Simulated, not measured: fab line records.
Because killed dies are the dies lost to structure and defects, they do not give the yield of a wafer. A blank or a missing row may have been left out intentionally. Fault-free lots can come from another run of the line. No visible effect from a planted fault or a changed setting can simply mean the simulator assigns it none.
fab line records -- flow sky130
[record] lots = 6, wafers = 18, last_day = 50
route steps=708 shown VT_ADJUST_LVTN@116 VT_ADJUST_NCORE@119 PAD_OPEN@708
lots that met no fault: from a run of the same line without faults
start_h: the number of hours between the record's first day and the start of the first shown wafer of the lot -- wait_h: time in hours since the lot's previous step -- " repeats the value in the row above -- L1.1+2: a row that stands for several wafers -- - value missing, or start not given -- * or withheld: withheld -- < > ~ a bound
route shown NAME@n: a module of which the file shows steps, and the number in the route of the first -- usual: mean and standard deviation over wafers with no fault -- same: alike in all rows -- chamber/n: place in a boat -- sites: readings site by site -- _std_site: how widely they spread, as a standard deviation -- _edge_site: inner sites' mean taken away from outer sites' mean -- radius_mm: for every site, how far away it sits from the centre of the wafer -- mask NAME#n: copy n -- behind: the most recent tool/chamber to have shaped the wafer -- hold: reason for holding the lot/hours on hold/outcome of the hold -- device: whichever transistor did not switch (one of n, p or np) -- end of line: at the end of the route, the tests of the same wafers -- a step without rows: its recipe alone -- killed: dies that structure and defects cost at the first sort, which is not the same as the wafer's yield -- map: shows each die of a wafer: x if killed, . if not, _ if none is there
set.NAME: the setting as run; set.NAME@STEP: as run at that earlier step -- model.NAME: the simulator's own value behind a step, which no gauge read
lots at some steps of the route; a table a step, a row a wafer
services: the hour from which a tool's chamber was out of use, counted from the record's first day as start_h (under 0 if before that day), plus the number of hours and why
[[steps]]
[step SKY_VT_ADJUST_LVTN_IMPLANT_19]
[recipe] species = B, energy_kev = 30, dose_cm2 = 6.5e+11, tilt_deg = withheld
[step SKY_VT_ADJUST_LVTN_STRIP_20]
[recipe] chemistry = O2/N2, power_w = 1400, pressure_mtorr = 1500, platen_temp_c = withheld, o2_flow_sccm = 3000, n2_flow_sccm = 300, overash_fraction = 0.5
[usual] drypump_motor_current_A = 5.5/0.38, oes_product_au = 0.716/0.0047, strip_time_to_endpoint_s = 14.18/0.05
lot.wafer,tool,chamber,start_h,wait_h,drypump_motor_current_A,oes_product_au,rf_hours_counter_h,strip_time_to_endpoint_s
L598.2,plasma_asher-04,1,208.32,0.1,5.3,0.720,50,14.16
L598.4,plasma_asher-04,0,208.32,0.1,5.7,0.712,-,14.09
L598.5,plasma_asher-04,1,208.32,0.1,5.3,0.717,-,14.12
L601.1,plasma_asher-04,1,230.19,0.1,5.3,0.720,52,14.19
L601.4,plasma_asher-04,1,230.19,0.1,5.3,0.712,-,14.20
L601.5,plasma_asher-04,1,230.19,0.1,5.3,0.718,-,14.25
L604.4,plasma_asher-04,0,253.83,0.1,5.6,0.720,-,14.11
L604.5,plasma_asher-04,0,253.83,0.1,5.6,0.713,-,14.17
L604.6,plasma_asher-04,1,253.83,0.1,5.3,0.717,-,14.18
L606.2,plasma_asher-02,0,259.50,0.1,6.0,0.709,14,14.12
L606.4,plasma_asher-02,1,259.50,0.1,4.9,0.714,-,14.08
L606.5,plasma_asher-02,1,259.50,0.1,4.9,0.722,-,14.12
L608.3,plasma_asher-04,0,274.48,0.1,5.6,0.720,-,14.20
L608.4,plasma_asher-04,1,274.48,0.1,5.3,0.721,-,14.19
L608.5,plasma_asher-04,1,274.48,0.1,5.3,0.708,-,14.20
L611.1,plasma_asher-03,1,299.74,0.1,6.0,0.705,49,14.24
L611.2,plasma_asher-03,0,299.74,0.1,5.5,0.715,49,14.26
L611.3,plasma_asher-03,1,299.74,0.1,5.9,0.710,-,14.30
[step SKY_VT_ADJUST_LVTN_TW_MEAS_21]
[usual] VT_ADJUST_LVTN_2_TW = 189.3/1.1
lot.wafer,tool,chamber,start_h,wait_h,VT_ADJUST_LVTN_2_TW
L598.2,film_metro-04,-,208.43,0.1,189.8
L598.4,film_metro-04,-,208.43,0.1,189.2
L598.5,film_metro-04,-,208.43,0.1,190.0
L601.1,film_metro-01,-,230.29,0.1,188.0
L601.4,film_metro-01,-,230.29,0.1,188.8
L601.5,film_metro-01,-,230.29,0.1,188.1
L604.4,film_metro-04,-,253.92,0.1,189.2
L604.5,film_metro-04,-,253.92,0.1,188.9
L604.6,film_metro-04,-,253.92,0.1,187.9
L606.2,film_metro-03,-,259.61,0.1,189.9
L606.4,film_metro-03,-,259.61,0.1,190.2
L606.5,film_metro-03,-,259.61,0.1,191.0
L608.3,film_metro-01,-,274.56,0.1,188.1
L608.4,film_metro-01,-,274.56,0.1,188.5
L608.5,film_metro-01,-,274.56,0.1,189.3
L611.1,film_metro-04,-,299.84,0.1,188.8
L611.2,film_metro-04,-,299.84,0.1,188.9
L611.3,film_metro-04,-,299.84,0.1,189.4
[step SKY_VT_ADJUST_NCORE_DEHYDRATE_00]
[recipe] temp_c = 200, time_s = 60
[step SKY_VT_ADJUST_NCORE_HMDS_01]
[recipe] prime_time_s = 60, prime_temp_c = 120
[step SKY_VT_ADJUST_NCORE_COAT_02]
[recipe] resist = NOVOLAK, spin_rpm = 3000, resist_thk_nm = 1140
[step SKY_VT_ADJUST_NCORE_SOFTBAKE_03]
[recipe] temp_c = 90, time_s = 60, resist = NOVOLAK
[step SKY_VT_ADJUST_NCORE_EXPOSE_04]
[recipe] mask_id = LVTN_COMPLEMENT_THIN, na = 0.6, source_shape = conventional, sigma_outer = 0.6, polarization = unpolarized, target_cd_nm = 380, dose_mj = 139
[step SKY_VT_ADJUST_NCORE_PEB_05]
[recipe] temp_c = withheld, time_s = *, resist = NOVOLAK
[step SKY_VT_ADJUST_NCORE_DEVELOP_06]
[recipe] resist = NOVOLAK, developer = TMAH, develop_time_s = 60, dev_temp_c = 23
[step SKY_VT_ADJUST_NCORE_CD_MEAS_07]
[recipe] target_cd_nm = 380
[usual] cd_nm = 380.1/2.5
lot.wafer,tool,chamber,start_h,wait_h,cd_nm
L598.2,cd_sem-01,-,231.69,0.1,380.0
L598.4,cd_sem-01,-,231.69,0.1,379.5
L598.5,cd_sem-01,-,231.69,0.1,379.5
L601.1,cd_sem-02,-,254.42,0.1,378.9
L601.4,cd_sem-02,-,254.42,0.1,382.7
L601.5,cd_sem-02,-,254.42,0.1,381.5
L604.4,cd_sem-02,-,277.27,0.1,378.6
L604.5,cd_sem-02,-,277.27,0.1,380.1
L604.6,cd_sem-02,-,277.27,0.1,379.4
L606.2,cd_sem-02,-,283.63,0.1,380.8
L606.4,cd_sem-02,-,283.63,0.1,383.4
L606.5,cd_sem-02,-,283.63,0.1,382.2
L608.3,cd_sem-01,-,299.30,0.1,378.3
L608.4,cd_sem-01,-,299.30,0.1,379.9
L608.5,cd_sem-01,-,299.30,0.1,380.4
L611.1,cd_sem-01,-,325.07,0.1,383.6
L611.2,cd_sem-01,-,325.07,0.1,384.5
L611.3,cd_sem-01,-,325.07,0.1,383.9
[step SKY_VT_ADJUST_NCORE_OVL_MEAS_08]
[usual] VT_ADJUST_NCORE_OVL = -0.6/1.3
lot.wafer,tool,chamber,start_h,wait_h,VT_ADJUST_NCORE_OVL[nm]
L598.2,overlay-02,-,231.79,0.1,-0.2
L598.4,overlay-02,-,231.79,0.1,-1.7
L598.5,overlay-02,-,231.79,0.1,0.1
L601.1,overlay-01,-,254.54,0.1,-0.3
L601.4,overlay-01,-,254.54,0.1,-1.7
L601.5,overlay-01,-,254.54,0.1,-1.4
L604.4,overlay-02,-,277.35,0.1,0.5
L604.5,overlay-02,-,277.35,0.1,1.0
L604.6,overlay-02,-,277.35,0.1,0.7
L606.2,overlay-02,-,283.73,0.1,0.2
L606.4,overlay-02,-,283.73,0.1,0.7
L606.5,overlay-02,-,283.73,0.1,1.6
L608.3,overlay-02,-,299.39,0.1,-1.9
L608.4,overlay-02,-,299.39,0.1,-0.3
L608.5,overlay-02,-,299.39,0.1,-1.3
L611.1,overlay-02,-,325.19,0.1,-0.6
L611.2,overlay-02,-,325.19,0.1,-1.0
L611.3,overlay-02,-,325.19,0.1,-1.2
[step SKY_VT_ADJUST_NCORE_IMPLANT_09]
[recipe] species = B, energy_kev = 10, dose_cm2 = 2.4e+12, tilt_deg = withheld
[usual] dose_ions_cm2 = 2.4004e+12/2.7e+09, faraday_current_uA = 13.55/0.28
lot.wafer,tool,chamber,start_h,wait_h,dose_ions_cm2,faraday_current_uA
L598.2,implanter-02,0,231.85,0.0,2.4044e+12,13.51
L598.4,implanter-02,0,231.85,0.0,2.3999e+12,13.51
L598.5,implanter-02,0,231.85,0.0,2.4005e+12,13.55
L601.1,implanter-02,0,254.57,0.0,2.1059e+12,12.20
L601.4,implanter-02,0,254.57,0.0,2.11e+12,12.13
L601.5,implanter-02,0,254.57,0.0,2.107e+12,12.00
L604.4,implanter-02,0,277.44,0.1,2.1097e+12,11.65
L604.5,implanter-02,0,277.44,0.1,2.1073e+12,11.42
L604.6,implanter-02,0,277.44,0.1,2.1093e+12,12.00
L606.2,implanter-01,0,283.79,0.0,2.4011e+12,13.26
L606.4,implanter-01,0,283.79,0.0,2.4019e+12,13.50
L606.5,implanter-01,0,283.79,0.0,2.3993e+12,13.26
L608.3,implanter-01,0,299.46,0.1,2.4078e+12,13.28
L608.4,implanter-01,0,299.46,0.1,2.4018e+12,13.44
L608.5,implanter-01,0,299.46,0.1,2.4049e+12,13.24
L611.1,implanter-01,0,325.22,0.0,2.4033e+12,13.50
L611.2,implanter-01,0,325.22,0.0,2.3985e+12,13.49
L611.3,implanter-01,0,325.22,0.0,2.3994e+12,13.20
[step SKY_VT_ADJUST_NCORE_STRIP_10]
[recipe] chemistry = O2/N2, power_w = 1400, pressure_mtorr = 1500, platen_temp_c = withheld, o2_flow_sccm = 3000, n2_flow_sccm = 300, overash_fraction = 0.5
[usual] drypump_motor_current_A = 5.6/0.42, oes_product_au = 0.715/0.0047, strip_time_to_endpoint_s = 14.19/0.046
lot.wafer,tool,chamber,start_h,wait_h,drypump_motor_current_A,oes_product_au,rf_hours_counter_h,strip_time_to_endpoint_s
L598.2,plasma_asher-04,0,231.97,0.1,5.6,0.711,52,14.15
L598.4,plasma_asher-04,0,231.97,0.1,5.6,0.715,-,14.19
L598.5,plasma_asher-04,0,231.97,0.1,5.6,0.711,-,14.14
L601.1,plasma_asher-04,1,254.72,0.1,5.3,0.713,54,14.15
L601.4,plasma_asher-04,0,254.72,0.1,5.7,0.719,-,14.17
L601.5,plasma_asher-04,0,254.72,0.1,5.6,0.718,-,14.19
L604.4,plasma_asher-02,1,277.55,0.1,4.9,0.717,-,14.22
L604.5,plasma_asher-02,0,277.55,0.1,6.0,0.712,-,14.27
L604.6,plasma_asher-02,1,277.55,0.1,4.9,0.716,-,14.23
L606.2,plasma_asher-02,0,283.91,0.1,6.0,0.715,17,14.27
L606.4,plasma_asher-02,0,283.91,0.1,6.0,0.714,-,14.23
L606.5,plasma_asher-02,0,283.91,0.1,6.0,0.713,-,14.28
L608.3,plasma_asher-01,0,299.60,0.1,5.5,0.714,-,14.19
L608.4,plasma_asher-01,1,299.60,0.1,6.1,0.714,-,14.17
L608.5,plasma_asher-01,0,299.60,0.1,5.5,0.718,-,14.16
L611.1,plasma_asher-01,1,325.37,0.1,6.1,0.717,62,14.16
L611.2,plasma_asher-01,0,325.37,0.1,5.5,0.719,62,14.15
L611.3,plasma_asher-01,0,325.37,0.1,5.5,0.725,-,14.19
[step SKY_VT_ADJUST_NCORE_TW_MEAS_11]
[usual] VT_ADJUST_NCORE_TW = 220.8/1.1
lot.wafer,tool,chamber,start_h,wait_h,hold,VT_ADJUST_NCORE_TW
L598.2,film_metro-04,-,232.08,0.1,-,222.1
L598.4,film_metro-04,-,232.08,0.1,-,220.2
L598.5,film_metro-04,-,232.08,0.1,-,221.1
L601.1,film_metro-02,-,254.82,0.1,await_dispo/0.2h/release,211.8
L601.4,film_metro-02,-,254.82,0.1,await_dispo/0.2h/release,211.0
L601.5,film_metro-02,-,254.82,0.1,await_dispo/0.2h/release,211.8
L601.1,film_metro-02,-,255.12,0.3,-,211.2
L601.4,film_metro-02,-,255.12,0.3,-,212.2
L601.5,film_metro-02,-,255.12,0.3,-,211.6
L604.4,film_metro-02,-,277.64,0.1,await_dispo/0.2h/release,212.9
L604.5,film_metro-02,-,277.64,0.1,await_dispo/0.2h/release,213.4
L604.6,film_metro-02,-,277.64,0.1,await_dispo/0.2h/release,214.1
L604.4,film_metro-02,-,277.87,0.2,-,212.0
L604.5,film_metro-02,-,277.87,0.2,-,213.6
L604.6,film_metro-02,-,277.87,0.2,-,211.9
L606.2,film_metro-04,-,284.02,0.1,-,220.9
L606.4,film_metro-04,-,284.02,0.1,-,221.1
L606.5,film_metro-04,-,284.02,0.1,-,220.2
L608.3,film_metro-02,-,299.68,0.1,-,220.2
L608.4,film_metro-02,-,299.68,0.1,-,220.7
L608.5,film_metro-02,-,299.68,0.1,-,219.7
L611.1,film_metro-03,-,325.47,0.1,-,223.0
L611.2,film_metro-03,-,325.47,0.1,-,223.8
L611.3,film_metro-03,-,325.47,0.1,-,222.9
[step SKY_PAD_OPEN_PROBE_99]
[usual] killed_at_M0_to_M3 = 44/6.9, killed_at_M4_up = 3.1/1.7, killed_at_contacts = 25/5.6, killed_at_front_end = 14/4.3, killed_at_other = 0.3/0.51, killed_dies = 86/9.8, killed_open = 47/6.5, killed_short = 39/6.6
[same] gross_dies = 492, killed_at_back_side = 0
lot.wafer,tool,chamber,start_h,wait_h,killed_at_M0_to_M3,killed_at_M4_up,killed_at_contacts,killed_at_front_end,killed_at_other,killed_dies,killed_open,killed_short,model.etest.nfet_16v.r_on_ohm_um,model.etest.pfet_g5v0d10v5.r_on_ohm_um,model.etest.res_pwell_under_gate.rs_ohm_sq,model.etest.nfet_g5v0d10v5.r_on_ohm_um,model.etest.nfet_g5v0d10v5.drive_ua_um,model.etest.pfet_g5v0d10v5.drive_ua_um,model.etest.pfet_16v.drive_ua_um,model.etest.nfet_16v.drive_ua_um
L598.2,prober-02,-,1128.69,0.1,53,5,27,13,0,98,55,43,1.38e+04,4660,2296,1856,623.6,348.4,246.7,227.3
L598.4,prober-02,-,1128.79,0.2,55,4,22,12,0,93,46,47,1.396e+04,4778,2308,1878,603.1,341.3,243.7,223.9
L598.5,prober-02,-,1128.84,0.2,45,4,26,14,0,89,50,39,1.388e+04,4690,2293,1874,618.2,347,248.7,226.6
L601.1,prober-01,-,1147.64,0.1,44,3,21,10,0,78,39,39,1.329e+04,4883,2297,1831,631.9,330.5,243.8,235.1
L601.4,prober-01,-,1147.79,0.2,43,2,19,12,0,76,46,30,1.329e+04,4908,2309,1838,625.5,326.8,239.2,232.9
L601.5,prober-01,-,1147.84,0.2,44,0,28,14,1,87,50,37,1.337e+04,4901,2309,1840,624.2,331.4,239.5,232.9
L604.4,prober-01,-,1167.19,0.2,44,4,26,18,0,92,54,38,1.348e+04,4838,2314,1824,629.9,327.7,228.7,236.3
L604.5,prober-01,-,1167.24,0.2,36,3,32,15,0,86,44,42,1.341e+04,4872,2298,1844,629.9,329.4,227.2,236.9
L604.6,prober-01,-,1167.29,0.2,51,4,29,14,0,98,52,46,1.343e+04,4880,2296,1838,627.4,328.4,228.7,237
L606.2,prober-02,-,1172.92,0.1,45,1,21,12,0,79,36,43,1.402e+04,4648,2267,1848,623.5,350.9,249.8,227.8
L606.4,prober-02,-,1173.02,0.2,40,5,27,12,0,84,45,39,1.416e+04,4677,2282,1843,620.9,350.4,253.2,228.1
L606.5,prober-02,-,1173.07,0.2,41,2,23,15,0,81,47,34,1.418e+04,4666,2285,1854,621.5,353.9,252.7,228.4
L608.3,prober-02,-,1181.87,0.2,43,2,34,13,0,92,52,40,1.37e+04,4699,2274,1879,610.8,347.6,248.2,228.8
L608.4,prober-02,-,1181.92,0.2,45,6,22,16,0,89,45,44,1.371e+04,4695,2303,1865,607.7,347.5,247.4,228.5
L608.5,prober-02,-,1181.97,0.2,47,6,16,13,0,82,42,40,1.375e+04,4740,2280,1903,600.7,343.2,246.8,224.9
L611.1,prober-02,-,1195.27,0.1,51,2,14,12,0,79,44,35,1.407e+04,4869,2267,1908,595,333.3,230.4,219.4
L611.2,prober-02,-,1195.32,0.1,39,3,30,15,0,87,50,37,1.403e+04,4906,2300,1898,597.1,331.7,229.7,218.5
L611.3,prober-02,-,1195.37,0.2,38,1,26,26,0,91,49,42,1.404e+04,4924,2286,1921,588.7,328.2,229.1,219.4
// killed by level:class
L598.2 VIA1:geometric_particle:open=18 CONTACT:geometric_particle:open=13 METAL1:geometric_particle:short=9 CONTACT:geometric_particle:short=8 METAL2:geometric_particle:short=6 VIA2:geometric_particle:open=6 VIA3:geometric_particle:open=4 METAL4:geometric_particle:short=4
L598.4 VIA1:geometric_particle:open=16 METAL1:geometric_particle:short=7 VIA2:geometric_particle:short=6 FIELD_ISO:geometric_particle:short=5 LI_CONTACT:geometric_particle:short=5 METAL1:geometric_particle:open=4 LOCAL_INTERCONNECT:geometric_particle:short=4 CONTACT:geometric_particle:short=4
L598.5 CONTACT:geometric_particle:open=9 LI_CONTACT:geometric_particle:open=8 VIA2:geometric_particle:open=8 VIA1:geometric_particle:open=6 METAL2:geometric_particle:short=6 POLY_GATE:geometric_particle:short=5 CONTACT:geometric_particle:short=5 METAL3:geometric_particle:short=5
L601.1 VIA1:geometric_particle:open=13 METAL1:geometric_particle:short=7 LOCAL_INTERCONNECT:geometric_particle:short=5 CONTACT:geometric_particle:open=5 CONTACT:geometric_particle:short=5 VIA2:geometric_particle:open=5 METAL3:geometric_particle:short=4 VIA3:geometric_particle:open=4
L601.4 VIA3:geometric_particle:open=10 VIA1:geometric_particle:open=9 LI_CONTACT:geometric_particle:open=8 METAL2:geometric_particle:short=6 CONTACT:geometric_particle:open=5 VIA1:geometric_particle:short=4 METAL1:geometric_particle:short=3 METAL2:geometric_particle:open=3
L601.5 CONTACT:geometric_particle:open=13 VIA1:geometric_particle:short=9 VIA1:geometric_particle:open=9 LI_CONTACT:geometric_particle:open=7 VIA3:geometric_particle:open=6 POLY_GATE:geometric_particle:short=5 POLY_GATE:geometric_particle:open=5 VIA2:geometric_particle:open=4
L604.4 CONTACT:geometric_particle:open=13 VIA1:geometric_particle:open=12 FIELD_ISO:geometric_particle:open=9 METAL1:geometric_particle:short=8 CONTACT:geometric_particle:short=6 VIA1:geometric_particle:short=5 LI_CONTACT:geometric_particle:open=4 VIA2:geometric_particle:open=4
L604.5 CONTACT:geometric_particle:open=13 CONTACT:geometric_particle:short=11 FIELD_ISO:geometric_particle:open=6 VIA2:geometric_particle:short=6 METAL1:geometric_particle:short=5 LI_CONTACT:geometric_particle:open=5 VIA3:geometric_particle:open=4 FIELD_ISO:geometric_particle:short=3
L604.6 VIA1:geometric_particle:open=12 VIA2:geometric_particle:open=9 CONTACT:geometric_particle:open=8 VIA1:geometric_particle:short=8 LI_CONTACT:geometric_particle:open=6 METAL1:geometric_particle:short=6 LOCAL_INTERCONNECT:geometric_particle:short=5 CONTACT:geometric_particle:short=5
L606.2 LI_CONTACT:geometric_particle:open=10 METAL2:geometric_particle:short=9 VIA1:geometric_particle:open=8 POLY_GATE:geometric_particle:short=7 METAL1:geometric_particle:short=6 CONTACT:geometric_particle:open=5 VIA3:geometric_particle:open=5 VIA2:geometric_particle:open=4
L606.4 VIA1:geometric_particle:open=14 CONTACT:geometric_particle:open=10 LI_CONTACT:geometric_particle:open=7 POLY_GATE:geometric_particle:open=4 LOCAL_INTERCONNECT:geometric_particle:short=4 CONTACT:geometric_particle:short=4 VIA1:geometric_particle:short=4 VIA2:geometric_particle:short=4
L606.5 VIA1:geometric_particle:open=11 LI_CONTACT:geometric_particle:open=9 CONTACT:geometric_particle:open=9 VIA2:geometric_particle:open=8 METAL1:geometric_particle:short=6 FIELD_ISO:geometric_particle:open=5 VIA1:geometric_particle:short=5 POLY_GATE:geometric_particle:short=4
L608.3 CONTACT:geometric_particle:open=14 VIA1:geometric_particle:open=10 VIA2:geometric_particle:open=9 LI_CONTACT:geometric_particle:short=6 LOCAL_INTERCONNECT:geometric_particle:short=5 METAL2:geometric_particle:short=5 VIA3:geometric_particle:open=4 CONTACT:geometric_particle:short=4
L608.4 VIA1:geometric_particle:open=10 FIELD_ISO:geometric_particle:open=7 VIA1:geometric_particle:short=7 CONTACT:geometric_particle:open=6 POLY_GATE:geometric_particle:short=5 LI_CONTACT:geometric_particle:open=5 METAL1:geometric_particle:short=5 VIA2:geometric_particle:short=5
L608.5 VIA1:geometric_particle:open=10 VIA2:geometric_particle:open=6 VIA3:geometric_particle:open=6 METAL4:geometric_particle:short=6 CONTACT:geometric_particle:short=5 METAL1:geometric_particle:short=5 METAL2:geometric_particle:short=5 METAL3:geometric_particle:short=5
L611.1 VIA1:geometric_particle:open=11 VIA1:geometric_particle:short=10 VIA3:geometric_particle:open=9 VIA2:geometric_particle:open=7 CONTACT:geometric_particle:open=6 METAL1:geometric_particle:short=5 POLY_GATE:geometric_particle:open=4 FIELD_ISO:geometric_particle:short=3
L611.2 VIA1:geometric_particle:open=13 CONTACT:geometric_particle:open=9 LOCAL_INTERCONNECT:geometric_particle:short=9 LI_CONTACT:geometric_particle:open=6 FIELD_ISO:geometric_particle:short=5 VIA3:geometric_particle:open=5 FIELD_ISO:geometric_particle:open=4 POLY_GATE:geometric_particle:short=4
L611.3 VIA1:geometric_particle:open=11 FIELD_ISO:geometric_particle:open=8 CONTACT:geometric_particle:open=8 FIELD_ISO:geometric_particle:short=6 CONTACT:geometric_particle:short=6 METAL1:geometric_particle:short=6 LI_CONTACT:geometric_particle:open=5 METAL2:geometric_particle:short=5
[[services]]
tool,chamber,start_h,hours,kind
implanter-01,-,184.47,11.2,pm
implanter-02,-,192.16,4.6,repair
implanter-02,-,215.60,10.0,repair
plasma_asher-04,-,219.03,6.2,repair
plasma_asher-04,-,220.98,1.5,repair
plasma_asher-01,-,237.65,0.3,repair
implanter-01,-,244.27,5.0,pm
plasma_asher-03,-,257.08,2.8,pm
plasma_asher-02,-,273.06,3.0,repair
implanter-01,-,275.35,7.0,repair
plasma_asher-04,-,275.61,14.6,pm
plasma_asher-01,-,283.61,3.8,repair
plasma_asher-04,-,299.26,0.6,repair
implanter-01,-,301.48,14.5,repair
implanter-02,-,306.36,21.4,pm
plasma_asher-02,-,325.00,4.0,repair
[[key]]
[first_sign] step = SKY_VT_ADJUST_NCORE_IMPLANT_09, reading = dose_ions_cm2, direction = down, sigmas = 99+, usual = *, struck = *
[effect] step = SKY_VT_ADJUST_NCORE_IMPLANT_09, reading = faraday_current_uA, direction = down, sigmas = 5.8, usual = 13.55, struck = 11.90
[effect] step = SKY_VT_ADJUST_NCORE_TW_MEAS_11, reading = visit, direction = added
[effect] step = SKY_VT_ADJUST_NCORE_TW_MEAS_11, reading = VT_ADJUST_NCORE_TW, direction = down, sigmas = 7.4, usual = 220.8, struck = 212.5
[model_effect] step = SKY_PAD_OPEN_PROBE_99, value = etest.nfet_16v.r_on_ohm_um, without = 1.387e+04, struck = 1.338e+04
met_at SKY_VT_ADJUST_NCORE_IMPLANT_09
struck_wafers L601.1,L601.4,L601.5,L604.4,L604.5,L604.6
tester_left_out L601,L604
onset_between 231.85 254.57
[fault] kind = process_parameter_drift, tool = implanter-02, chamber = -, onset_h = 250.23, steps = SKY_VT_ADJUST_NCORE_IMPLANT_09, channel = dose_cm2, offset = *, shape = step, end_h = 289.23, acts_in = *, stated = *
// tester_left_out: of these lots the tester's yield and bins aren't shown, on N5 and GAA mostly nor the transistor test; their killed dies are dies lost to structure and defects alone, not to doping, threshold or leakage, so they don't give the yield
